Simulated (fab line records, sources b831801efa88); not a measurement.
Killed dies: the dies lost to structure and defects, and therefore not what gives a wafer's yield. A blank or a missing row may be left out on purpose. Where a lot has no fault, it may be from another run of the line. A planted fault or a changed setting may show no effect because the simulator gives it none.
What tool caused it?    flow sky130    24 lots with 72 wafers sampled at 6 steps, on a route of 708 steps

## WHAT THE GAUGES READ, wafer by wafer
SKY_VIA2_THK_MEAS_01.
lot   measured      on             VIA2_HDPCVD_THK (nm)
L074  day 35 05:33  film_metro-03  1191 1189 1178
L075  day 36 02:34  film_metro-02  1192 1183 1188
L076  day 36 06:20  film_metro-01  1198 1189 1200
L077  day 36 21:55  film_metro-03  1199 1212 1211
L079  day 37 00:50  film_metro-03  1180 1185 1186
L078  day 37 05:33  film_metro-02  1187 1160 1192
L080  day 37 16:12  film_metro-03  1192 1181 1200
L081  day 38 02:03  film_metro-03  1183 1188 1175
L082  day 38 04:05  film_metro-02  1172 1179 1174
L083  day 38 18:04  film_metro-03  1185 1184 1197
L085  day 39 02:38  film_metro-01  1180 1182 1173
L084  day 39 04:28  film_metro-02  1169 1177 1167
L086  day 39 08:38  film_metro-01  1181 1172 1183
L087  day 40 05:40  film_metro-03  1172 1159 1174
L088  day 40 13:59  film_metro-01  1180 1189 1184
L089  day 41 01:23  film_metro-03  1184 1173 1184
L090  day 41 06:04  film_metro-02  1175 1177 1184
L091  day 41 20:14  film_metro-01  1177 1158 1177
L092  day 42 01:10  film_metro-03  1175 1165 1161
L093  day 42 06:55  film_metro-01  1192 1197 1190
L094  day 42 09:35  film_metro-03  1165 1165 1170
L096  day 42 12:53  film_metro-02  1191 1176 1167
L095  day 42 15:28  film_metro-02  1186 1178 1178
L097  day 42 18:38  film_metro-03  1176 1189 1195

SKY_VIA3_THK_MEAS_01.
lot   measured      on             VIA3_HDPCVD_THK (nm)
L074  day 38 16:13  film_metro-04  1640 1648 1644
L075  day 39 13:58  film_metro-01  1660 1652 1638
L076  day 39 15:00  film_metro-04  1631 1643 1634
L077  day 40 06:35  film_metro-02  1652 1640 1656
L079  day 40 09:29  film_metro-02  1620 1613 1621
L078  day 40 14:52  film_metro-02  1631 1637 1626
L080  day 40 23:32  film_metro-01  1627 1611 1624
L081  day 41 09:41  film_metro-01  1636 1659 1635
L082  day 41 11:25  film_metro-01  1638 1638 1628
L083  day 42 01:06  film_metro-01  1645 1641 1624
L085  day 42 08:55  film_metro-01  1674 1671 1672
L084  day 42 10:41  film_metro-04  1642 1645 1613
L086  day 42 15:17  film_metro-02  1638 1662 1619
L087  day 43 11:07  film_metro-01  1646 1618 1616
L088  day 43 17:17  film_metro-01  1641 1651 1652
L089  day 44 04:40  film_metro-04  1620 1620 1627
L090  day 44 09:11  film_metro-01  1665 1634 1633
L091  day 44 21:43  film_metro-02  1618 1614 1588
L092  day 45 02:34  film_metro-02  1636 1645 1630
L093  day 45 08:27  film_metro-04  1618 1615 1641
L094  day 45 10:11  film_metro-04  1632 1648 1664
L096  day 45 13:35  film_metro-01  1607 1625 1619
L095  day 45 16:23  film_metro-02  1623 1645 1634
L097  day 45 18:17  film_metro-02  1652 1651 1632

SKY_VIA3_OVL_MEAS_13.
lot   measured      on          VIA3_OVL (nm)
L074  day 39 18:11  overlay-01  6 -2 0
L075  day 40 15:26  overlay-02  1 7 1
L076  day 40 16:12  overlay-01  2 3 1
L077  day 41 08:10  overlay-02  6 -1 5
L079  day 41 10:57  overlay-02  17 17 8
L078  day 41 16:01  overlay-02  8 14 -1
L080  day 42 01:24  overlay-01  8 5 12
L081  day 42 10:40  overlay-01  9 12 8
L082  day 42 12:12  overlay-02  6 2 4
L083  day 43 00:54  overlay-01  3 8 4
L085  day 43 08:45  overlay-02  5 7 5
L084  day 43 10:52  overlay-01  -3 6 1
L086  day 43 15:45  overlay-01  7 8 5
L087  day 44 10:21  overlay-01  11 7 14
L088  day 44 16:04  overlay-02  7 10 7
L089  day 45 03:36  overlay-01  4 3 -4
L090  day 45 08:42  overlay-01  6 12 5
L091  day 45 19:42  overlay-01  -9 8 6
L092  day 46 00:46  overlay-02  -6 13 5
L093  day 46 06:43  overlay-01  -2 4 -5
L094  day 46 08:00  overlay-02  3 4 5
L096  day 46 11:40  overlay-02  9 12 2
L095  day 46 13:46  overlay-01  -3 7 0
L097  day 46 15:57  overlay-01  10 7 5

SKY_CAP2M_THK_MEAS_04: measures by xrf.
lot   measured      on             CAP2M_TIN_THK (nm)
L074  day 39 20:03  film_metro-01  198.1 195.4 196.2
L075  day 40 17:19  film_metro-01  197.6 197.1 196.2
L076  day 40 18:04  film_metro-03  195.8 194.8 197.2
L077  day 41 10:04  film_metro-04  199.7 196.5 199.0
L079  day 41 12:49  film_metro-01  201.2 200.9 200.7
L078  day 41 17:57  film_metro-04  200.3 198.6 196.9
L080  day 42 03:21  film_metro-01  200.6 198.4 198.5
L081  day 42 12:37  film_metro-03  194.4 196.4 197.8
L082  day 42 14:05  film_metro-03  196.0 194.9 199.2
L083  day 43 02:48  film_metro-04  198.6 201.1 198.2
L085  day 43 10:38  film_metro-04  194.8 197.7 196.5
L084  day 43 12:53  film_metro-01  198.8 200.0 200.0
L086  day 43 17:37  film_metro-01  198.5 198.1 199.5
L087  day 44 12:13  film_metro-04  198.3 202.9 199.5
L088  day 44 17:56  film_metro-03  199.3 198.8 199.4
L089  day 45 05:28  film_metro-04  197.8 198.4 199.5
L090  day 45 10:34  film_metro-04  200.8 198.8 199.2
L091  day 45 21:34  film_metro-04  194.9 197.9 198.9
L092  day 46 02:37  film_metro-01  199.8 199.0 200.9
L093  day 46 09:14  film_metro-03  204.0 202.2 204.9
L094  day 46 10:01  film_metro-03  196.2 198.6 197.8
L096  day 46 13:36  film_metro-01  201.1 202.2 199.9
L095  day 46 15:51  film_metro-04  194.7 196.2 196.1
L097  day 46 18:12  film_metro-04  196.8 199.1 198.7

## TOOL THAT RAN EACH LOT (tool first, then ch and the chambers of the sampled wafers, then the start)
lot   SKY_METAL3_DESCUM_15               SKY_METAL3_STRIP_19
L074  rie_metal-04 ch 0,1, day 38 14:59  plasma_asher-02 ch 0,1, day 38 15:19
L075  rie_metal-02 ch 0,1, day 39 12:53  plasma_asher-02 ch 0, day 39 13:12
L076  rie_metal-02 ch 0,1, day 39 13:55  plasma_asher-03 ch 0,1, day 39 14:14
L077  rie_metal-04 ch 0,1, day 40 05:26  plasma_asher-01 ch 0,1, day 40 05:47
L079  rie_metal-01 ch 0,1, day 40 08:22  plasma_asher-03 ch 0,1, day 40 08:41
L078  rie_metal-01 ch 0,1, day 40 13:44  plasma_asher-02 ch 0,1, day 40 14:05
L080  rie_metal-04 ch 0,1, day 40 22:26  plasma_asher-02 ch 0,1, day 40 22:46
L081  rie_metal-01 ch 0,1, day 41 08:32  plasma_asher-03 ch 0,1, day 41 08:53
L082  rie_metal-04 ch 0,1, day 41 10:17  plasma_asher-01 ch 0,1, day 41 10:37
L083  rie_metal-04 ch 0,1, day 41 23:40  plasma_asher-03 ch 0,1, day 41 23:59
L085  rie_metal-01 ch 0,1, day 42 07:50  plasma_asher-03 ch 0,1, day 42 08:10
L084  rie_metal-04 ch 0,1, day 42 09:32  plasma_asher-01 ch 0,1, day 42 09:53
L086  rie_metal-04 ch 0,1, day 42 14:11  plasma_asher-02 ch 0,1, day 42 14:31
L087  rie_metal-01 ch 0,1, day 43 10:02  plasma_asher-02 ch 0,1, day 43 10:22
L088  rie_metal-04 ch 0,1, day 43 16:08  plasma_asher-01 ch 0,1, day 43 16:29
L089  rie_metal-04 ch 0,1, day 44 03:31  plasma_asher-03 ch 0,1, day 44 03:50
L090  rie_metal-04 ch 0,1, day 44 08:05  plasma_asher-02 ch 0,1, day 44 08:25
L091  rie_metal-04 ch 0,1, day 44 20:35  plasma_asher-01 ch 0,1, day 44 20:55
L092  rie_metal-01 ch 0,1, day 45 01:28  plasma_asher-03 ch 0,1, day 45 01:47
L093  rie_metal-01 ch 0,1, day 45 07:22  plasma_asher-02 ch 0,1, day 45 07:41
L094  rie_metal-01 ch 0,1, day 45 09:05  plasma_asher-01 ch 0,1, day 45 09:25
L096  rie_metal-04 ch 0,1, day 45 12:21  plasma_asher-03 ch 0,1, day 45 12:40
L095  rie_metal-04 ch 0,1, day 45 15:16  plasma_asher-03 ch 0,1, day 45 15:37
L097  rie_metal-01 ch 0,1, day 45 17:11  plasma_asher-01 ch 1, day 45 17:31
- SKY_METAL3_DESCUM_15: chemistry O2, time 8 s.
- SKY_METAL3_STRIP_19: strips in O2/N2.

## AS READ BY THE TOOLS THEMSELVES (means over the sampled wafers that have a number; for cases with no such wafer, the mark the record gives instead)
SKY_METAL3_DESCUM_15.
lot   tool          drypump_motor_current_A (A)  oes_product_au (a.u.)  temp_c (C)
L074  rie_metal-04  5.1                          0.999                  40.01
L075  rie_metal-02  5.5                          1.004                  39.96
L076  rie_metal-02  5.8                          1.002                  39.99
L077  rie_metal-04  5.4                          0.993                  40.15
L079  rie_metal-01  5.4                          0.989                  40.03
L078  rie_metal-01  5.4                          0.993                  40.13
L080  rie_metal-04  5.1                          0.991                  39.89
L081  rie_metal-01  5.4                          1.004                  40.13
L082  rie_metal-04  5.5                          0.998                  39.98
L083  rie_metal-04  5.5                          0.992                  39.90
L085  rie_metal-01  5.8                          0.994                  40.09
L084  rie_metal-04  5.1                          0.992                  40.08
L086  rie_metal-04  5.5                          1.002                  39.94
L087  rie_metal-01  5.8                          1.006                  39.94
L088  rie_metal-04  5.2                          0.993                  39.97
L089  rie_metal-04  5.5                          0.995                  39.96
L090  rie_metal-04  5.1                          0.995                  39.82
L091  rie_metal-04  5.1                          0.997                  40.04
L092  rie_metal-01  5.8                          0.999                  39.98
L093  rie_metal-01  5.8                          1.000                  39.97
L094  rie_metal-01  5.8                          0.996                  39.98
L096  rie_metal-04  5.5                          0.998                  40.07
L095  rie_metal-04  5.1                          0.984                  39.97
L097  rie_metal-01  5.8                          1.000                  40.12

SKY_METAL3_STRIP_19.
lot   tool             drypump_motor_current_A (A)  oes_product_au (a.u.)  strip_time_to_endpoint_s (s)
L074  plasma_asher-02  5.3                          0.506                  6.59
L075  plasma_asher-02  5.1                          0.502                  6.55
L076  plasma_asher-03  6.0                          0.502                  6.56
L077  plasma_asher-01  5.4                          0.508                  6.63
L079  plasma_asher-03  6.0                          0.503                  6.59
L078  plasma_asher-02  5.4                          0.506                  6.59
L080  plasma_asher-02  5.4                          0.499                  6.53
L081  plasma_asher-03  6.0                          0.504                  6.46
L082  plasma_asher-01  5.1                          0.499                  6.51
L083  plasma_asher-03  6.2                          0.499                  6.44
L085  plasma_asher-03  6.0                          0.503                  6.59
L084  plasma_asher-01  5.4                          0.504                  6.54
L086  plasma_asher-02  5.4                          0.500                  6.50
L087  plasma_asher-02  5.4                          0.504                  6.62
L088  plasma_asher-01  5.1                          0.501                  6.41
L089  plasma_asher-03  6.0                          0.501                  6.44
L090  plasma_asher-02  5.3                          0.498                  6.50
L091  plasma_asher-01  5.1                          0.501                  6.57
L092  plasma_asher-03  6.0                          0.507                  6.69
L093  plasma_asher-02  5.3                          0.501                  6.48
L094  plasma_asher-01  5.4                          0.502                  6.58
L096  plasma_asher-03  6.0                          0.501                  6.49
L095  plasma_asher-03  6.0                          0.497                  6.39
L097  plasma_asher-01  4.8                          0.510                  6.68

## THE ANSWER, worked out from the rows above alone
Rule: what is usual is taken from the lots themselves. The widest of any qualifying gaps counts: lots, ordered by their means at a reading, are off when they make up no more than a third of the lots, leave a main group of 4 or more, and stand apart from it by 3 or more times the standard deviation of that group's means. Not used: any main group whose means are identical at the precision the tables above print for the reading. Also off: a lot with no number at a reading for which 4 or more lots have one. All remaining lots with rows at the step are treated as sound. After the gauges, taken in route order, come the tools' own readings; for these a lot's mean is taken, as printed above. The first step at which some lot is off is used, and at that step the reading that is off furthest; a lot without a number counts as furthest.
Nothing can be told from this: no lot is off at any reading shown.

## WHAT THE SIMULATOR PUT IN
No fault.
